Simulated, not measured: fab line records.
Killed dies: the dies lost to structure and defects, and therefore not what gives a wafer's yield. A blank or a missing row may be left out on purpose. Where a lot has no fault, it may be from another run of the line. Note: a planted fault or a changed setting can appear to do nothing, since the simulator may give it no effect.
What tool caused it? || flow sky130 || 37 wafers from 13 lots sampled at 6 of the route's 708 steps

## WHAT THE GAUGES READ, wafer by wafer
SKY_LI_CONTACT_CD_MEAS_12: target cd 170 nm. Usual: 169.9 nm for cd-nm, sd 1.2.
{"lot": "L680", "measured": "day 29 03:41", "on": "cd-sem-01", "cd-nm (nm)": "169.3 170.6 170.8", "flag": ""}
{"lot": "L681", "measured": "day 29 08:41", "on": "cd-sem-02", "cd-nm (nm)": "170.8 170.4 170.2", "flag": ""}
{"lot": "L682", "measured": "day 29 15:03", "on": "cd-sem-01", "cd-nm (nm)": "168.8 170.1 167.5", "flag": ""}
{"lot": "L683", "measured": "day 30 03:36", "on": "cd-sem-01", "cd-nm (nm)": "170.0 168.7 169.7", "flag": ""}
{"lot": "L684", "measured": "day 30 11:05", "on": "cd-sem-01", "cd-nm (nm)": "169.2 170.1 169.7", "flag": ""}
{"lot": "L685", "measured": "day 30 20:33", "on": "cd-sem-02", "cd-nm (nm)": "168.0 169.9 169.8", "flag": ""}
{"lot": "L686", "measured": "day 31 03:55", "on": "cd-sem-01", "cd-nm (nm)": "170.2 172.0 173.0", "flag": ""}
{"lot": "L692", "measured": "day 33 05:52", "on": "cd-sem-01", "cd-nm (nm)": "169.7 169.0", "flag": ""}
{"lot": "L693", "measured": "day 33 14:08", "on": "cd-sem-01", "cd-nm (nm)": "170.8 170.4", "flag": ""}
{"lot": "L696", "measured": "day 34 02:33", "on": "cd-sem-01", "cd-nm (nm)": "171.6 170.6 171.8", "flag": ""}
{"lot": "L700", "measured": "day 35 10:14", "on": "cd-sem-02", "cd-nm (nm)": "171.2 170.9 169.1", "flag": ""}
{"lot": "L702", "measured": "day 36 03:37", "on": "cd-sem-01", "cd-nm (nm)": "167.8 170.6 169.9", "flag": ""}
{"lot": "L703", "measured": "day 37 16:14", "on": "cd-sem-02", "cd-nm (nm)": "167.7 169.6 169.3", "flag": ""}

SKY_LOCAL_INTERCONNECT_CD_MEAS_11: target cd 170 nm. Usual: 170.1 nm for cd-nm, sd 1.3.
{"lot": "L680", "measured": "day 30 09:32", "on": "cd-sem-02", "cd-nm (nm)": "169.5 169.4 170.0", "flag": ""}
{"lot": "L681", "measured": "day 30 14:03", "on": "cd-sem-02", "cd-nm (nm)": "171.2 171.3 171.8", "flag": ""}
{"lot": "L682", "measured": "day 30 19:42", "on": "cd-sem-01", "cd-nm (nm)": "167.0 167.4 168.3", "flag": ""}
{"lot": "L683", "measured": "day 31 08:05", "on": "cd-sem-02", "cd-nm (nm)": "170.7 168.6 171.2", "flag": ""}
{"lot": "L684", "measured": "day 31 15:36", "on": "cd-sem-02", "cd-nm (nm)": "168.9 168.9 167.1", "flag": ""}
{"lot": "L685", "measured": "day 32 01:51", "on": "cd-sem-01", "cd-nm (nm)": "170.5 171.2 171.7", "flag": ""}
{"lot": "L686", "measured": "day 32 09:23", "on": "cd-sem-01", "cd-nm (nm)": "173.8 172.9 171.8", "flag": ""}
{"lot": "L692", "measured": "day 34 08:56", "on": "cd-sem-01", "cd-nm (nm)": "170.7 169.4", "flag": ""}
{"lot": "L693", "measured": "day 34 17:26", "on": "cd-sem-01", "cd-nm (nm)": "169.9 170.8", "flag": ""}
{"lot": "L696", "measured": "day 35 06:00", "on": "cd-sem-01", "cd-nm (nm)": "169.8 169.5 168.4", "flag": ""}
{"lot": "L700", "measured": "day 36 14:24", "on": "cd-sem-02", "cd-nm (nm)": "170.7 170.9 170.4", "flag": ""}
{"lot": "L702", "measured": "day 37 07:34", "on": "cd-sem-02", "cd-nm (nm)": "168.9 168.4 167.3", "flag": ""}
{"lot": "L703", "measured": "day 38 18:30", "on": "cd-sem-02", "cd-nm (nm)": "172.7 173.3 173.2", "flag": ""}

SKY_CONTACT_THK_MEAS_03. Usual: CONTACT_HDPCVD_THK typically reads 565 nm, with standard deviation 8.6.
{"lot": "L680", "measured": "day 30 10:47", "on": "film-metro-02", "CONTACT_HDPCVD_THK (nm)": "571 563 573", "flag": ""}
{"lot": "L681", "measured": "day 30 15:07", "on": "film-metro-02", "CONTACT_HDPCVD_THK (nm)": "569 574 572", "flag": ""}
{"lot": "L682", "measured": "day 30 20:44", "on": "film-metro-04", "CONTACT_HDPCVD_THK (nm)": "559 566 560", "flag": ""}
{"lot": "L683", "measured": "day 31 09:07", "on": "film-metro-02", "CONTACT_HDPCVD_THK (nm)": "572 564 566", "flag": ""}
{"lot": "L684", "measured": "day 31 16:41", "on": "film-metro-04", "CONTACT_HDPCVD_THK (nm)": "558 557 557", "flag": ""}
{"lot": "L685", "measured": "day 32 02:55", "on": "film-metro-04", "CONTACT_HDPCVD_THK (nm)": "554 561 557", "flag": ""}
{"lot": "L686", "measured": "day 32 10:23", "on": "film-metro-04", "CONTACT_HDPCVD_THK (nm)": "560 554 556", "flag": ""}
{"lot": "L692", "measured": "day 34 09:56", "on": "film-metro-04", "CONTACT_HDPCVD_THK (nm)": "554 771", "flag": "OFF"}
{"lot": "L693", "measured": "day 34 18:27", "on": "film-metro-04", "CONTACT_HDPCVD_THK (nm)": "551 761", "flag": "OFF"}
{"lot": "L696", "measured": "day 35 07:01", "on": "film-metro-04", "CONTACT_HDPCVD_THK (nm)": "569 551 774", "flag": "OFF"}
{"lot": "L700", "measured": "day 36 15:25", "on": "film-metro-02", "CONTACT_HDPCVD_THK (nm)": "568 566 571", "flag": ""}
{"lot": "L702", "measured": "day 37 08:37", "on": "film-metro-04", "CONTACT_HDPCVD_THK (nm)": "578 575 575", "flag": ""}
{"lot": "L703", "measured": "day 38 19:44", "on": "film-metro-04", "CONTACT_HDPCVD_THK (nm)": "578 574 579", "flag": ""}

SKY_CONTACT_CD_MEAS_14: target cd 170 nm. Usual: 170.2 nm for cd-nm, sd 1.1.
{"lot": "L680", "measured": "day 31 14:26", "on": "cd-sem-02", "cd-nm (nm)": "170.8 170.8 172.1", "flag": ""}
{"lot": "L681", "measured": "day 31 18:20", "on": "cd-sem-02", "cd-nm (nm)": "168.9 170.7 170.1", "flag": ""}
{"lot": "L682", "measured": "day 32 01:32", "on": "cd-sem-01", "cd-nm (nm)": "169.2 169.1 168.3", "flag": ""}
{"lot": "L683", "measured": "day 32 11:29", "on": "cd-sem-01", "cd-nm (nm)": "171.2 171.2 171.6", "flag": ""}
{"lot": "L684", "measured": "day 32 21:05", "on": "cd-sem-01", "cd-nm (nm)": "169.1 169.4 170.3", "flag": ""}
{"lot": "L685", "measured": "day 33 07:09", "on": "cd-sem-01", "cd-nm (nm)": "168.2 171.1 169.9", "flag": ""}
{"lot": "L686", "measured": "day 33 13:12", "on": "cd-sem-01", "cd-nm (nm)": "169.8 170.4 170.0", "flag": ""}
{"lot": "L692", "measured": "day 35 12:50", "on": "cd-sem-01", "cd-nm (nm)": "171.0 168.8", "flag": ""}
{"lot": "L693", "measured": "day 35 20:35", "on": "cd-sem-01", "cd-nm (nm)": "170.8 169.9", "flag": ""}
{"lot": "L696", "measured": "day 36 08:56", "on": "cd-sem-02", "cd-nm (nm)": "170.8 170.7 171.1", "flag": ""}
{"lot": "L700", "measured": "day 37 17:35", "on": "cd-sem-01", "cd-nm (nm)": "170.7 171.7 170.3", "flag": ""}
{"lot": "L702", "measured": "day 38 10:16", "on": "cd-sem-02", "cd-nm (nm)": "170.2 170.8 171.0", "flag": ""}
{"lot": "L703", "measured": "day 39 20:56", "on": "cd-sem-02", "cd-nm (nm)": "168.9 169.5 168.5", "flag": ""}

## WHAT TOOL EACH LOT RAN ON (gives the tool, then ch and the chambers of the sampled wafers, and finally the start)
{"lot": "L680", "SKY_CONTACT_HDPCVD_02": "hdpcvd-01 ch 1,2, day 30 10:42", "SKY_CONTACT_CMP_04": "cmp-02 ch 0,2, day 30 10:50"}
{"lot": "L681", "SKY_CONTACT_HDPCVD_02": "hdpcvd-01 ch 0,1, day 30 15:03", "SKY_CONTACT_CMP_04": "cmp-02 ch 0,1,3, day 30 15:11"}
{"lot": "L682", "SKY_CONTACT_HDPCVD_02": "hdpcvd-02 ch 0,1, day 30 20:40", "SKY_CONTACT_CMP_04": "cmp-02 ch 0,1,2, day 30 20:50"}
{"lot": "L683", "SKY_CONTACT_HDPCVD_02": "hdpcvd-01 ch 0,1,2, day 31 09:03", "SKY_CONTACT_CMP_04": "cmp-02 ch 1,2,3, day 31 09:14"}
{"lot": "L684", "SKY_CONTACT_HDPCVD_02": "hdpcvd-02 ch 0,2, day 31 16:37", "SKY_CONTACT_CMP_04": "cmp-02 ch 0,2,3, day 31 16:51"}
{"lot": "L685", "SKY_CONTACT_HDPCVD_02": "hdpcvd-02 ch 0,1,2, day 32 02:51", "SKY_CONTACT_CMP_04": "cmp-01 ch 0,1,3, day 32 03:23"}
{"lot": "L686", "SKY_CONTACT_HDPCVD_02": "hdpcvd-02 ch 0,1, day 32 10:19", "SKY_CONTACT_CMP_04": "cmp-02 ch 0,1,2, day 32 10:26"}
{"lot": "L692", "SKY_CONTACT_HDPCVD_02": "hdpcvd-02 ch 1,2, day 34 09:51", "SKY_CONTACT_CMP_04": "cmp-02 ch 1,3, day 34 10:02"}
{"lot": "L693", "SKY_CONTACT_HDPCVD_02": "hdpcvd-02 ch 0,1, day 34 18:22", "SKY_CONTACT_CMP_04": "cmp-02 ch 2,3, day 34 18:32"}
{"lot": "L696", "SKY_CONTACT_HDPCVD_02": "hdpcvd-02 ch 1,2, day 35 06:57", "SKY_CONTACT_CMP_04": "cmp-01 ch 0,1,3, day 35 07:08"}
{"lot": "L700", "SKY_CONTACT_HDPCVD_02": "hdpcvd-01 ch 0,1, day 36 15:21", "SKY_CONTACT_CMP_04": "cmp-01 ch 1,2,3, day 36 15:32"}
{"lot": "L702", "SKY_CONTACT_HDPCVD_02": "hdpcvd-01 ch 0,1,2, day 37 08:32", "SKY_CONTACT_CMP_04": "cmp-02 ch 0,1,3, day 37 08:40"}
{"lot": "L703", "SKY_CONTACT_HDPCVD_02": "hdpcvd-01 ch 0,2, day 38 19:40", "SKY_CONTACT_CMP_04": "cmp-01 ch 0,3, day 38 19:47"}
- SKY_CONTACT_HDPCVD_02: deposits SiO2, target thk 565 nm, time 94.2 s.
- SKY_CONTACT_CMP_04: polishes SiO2.

## WHAT THE TOOLS THEMSELVES READ (means of the sampled wafers that have a number; where no wafer has one, the mark that the record gives instead)
SKY_CONTACT_CMP_04. Usual: motor-current-A 11.8 A, standard deviation 0.84; time-to-endpoint-s 86 s, standard deviation 5.4.
{"lot": "L680", "tool": "cmp-02", "motor-current-A (A)": 11.1, "time-to-endpoint-s (s)": 91, "flag": ""}
{"lot": "L681", "tool": "cmp-02", "motor-current-A (A)": 11.5, "time-to-endpoint-s (s)": 90, "flag": ""}
{"lot": "L682", "tool": "cmp-02", "motor-current-A (A)": 11.5, "time-to-endpoint-s (s)": 87, "flag": ""}
{"lot": "L683", "tool": "cmp-02", "motor-current-A (A)": 12.2, "time-to-endpoint-s (s)": 86, "flag": ""}
{"lot": "L684", "tool": "cmp-02", "motor-current-A (A)": 11.7, "time-to-endpoint-s (s)": 88, "flag": ""}
{"lot": "L685", "tool": "cmp-01", "motor-current-A (A)": 12.4, "time-to-endpoint-s (s)": 83, "flag": ""}
{"lot": "L686", "tool": "cmp-02", "motor-current-A (A)": 11.6, "time-to-endpoint-s (s)": 83, "flag": ""}
{"lot": "L692", "tool": "cmp-02", "motor-current-A (A)": 11.8, "time-to-endpoint-s (s)": 118, "flag": "OFF"}
{"lot": "L693", "tool": "cmp-02", "motor-current-A (A)": 11.7, "time-to-endpoint-s (s)": 118, "flag": "OFF"}
{"lot": "L696", "tool": "cmp-01", "motor-current-A (A)": 12.0, "time-to-endpoint-s (s)": 108, "flag": "OFF"}
{"lot": "L700", "tool": "cmp-01", "motor-current-A (A)": 12.3, "time-to-endpoint-s (s)": 87, "flag": ""}
{"lot": "L702", "tool": "cmp-02", "motor-current-A (A)": 11.6, "time-to-endpoint-s (s)": 92, "flag": ""}
{"lot": "L703", "tool": "cmp-01", "motor-current-A (A)": 11.2, "time-to-endpoint-s (s)": 92, "flag": ""}

## THE ANSWER, worked out from the rows above alone
Rule: a lot is off if the mean of its wafers that have a number lies more than 3 standard deviations from the usual mean. Also off: a lot with no number at a reading for which 4 or more lots have one. Where the step has rows for the other lots, those lots are counted as sound. The gauges are gone through in route order, then the tools' own readings, and for those a lot's mean is taken as printed above. The first step at which some lot is off is used, and at that step the reading that is off furthest; a lot without a number counts as furthest.
Off: L692, L693, L696, seen at SKY_CONTACT_THK_MEAS_03 (CONTACT_HDPCVD_THK).
A tool fits if, at a process step before that reading, it ran every lot that is off, and no sound lot after the first of them. Not tried: the gauges at SKY_CONTACT_THK_MEAS_03; whatever is off there is also off at SKY_CONTACT_CMP_04, on other tools, and gauge error can't account for it. One candidate fits, namely hdpcvd-02 at SKY_CONTACT_HDPCVD_02. Its last sound lot is L686 (day 32 10:19), its first lot that is off L692 (day 34 09:51): a fault that began between those two fits.

## WHAT WAS PUT IN BY THE SIMULATOR
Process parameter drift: hdpcvd-02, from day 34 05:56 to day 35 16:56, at SKY_CONTACT_HDPCVD_02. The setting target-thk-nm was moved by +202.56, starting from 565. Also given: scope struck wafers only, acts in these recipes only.
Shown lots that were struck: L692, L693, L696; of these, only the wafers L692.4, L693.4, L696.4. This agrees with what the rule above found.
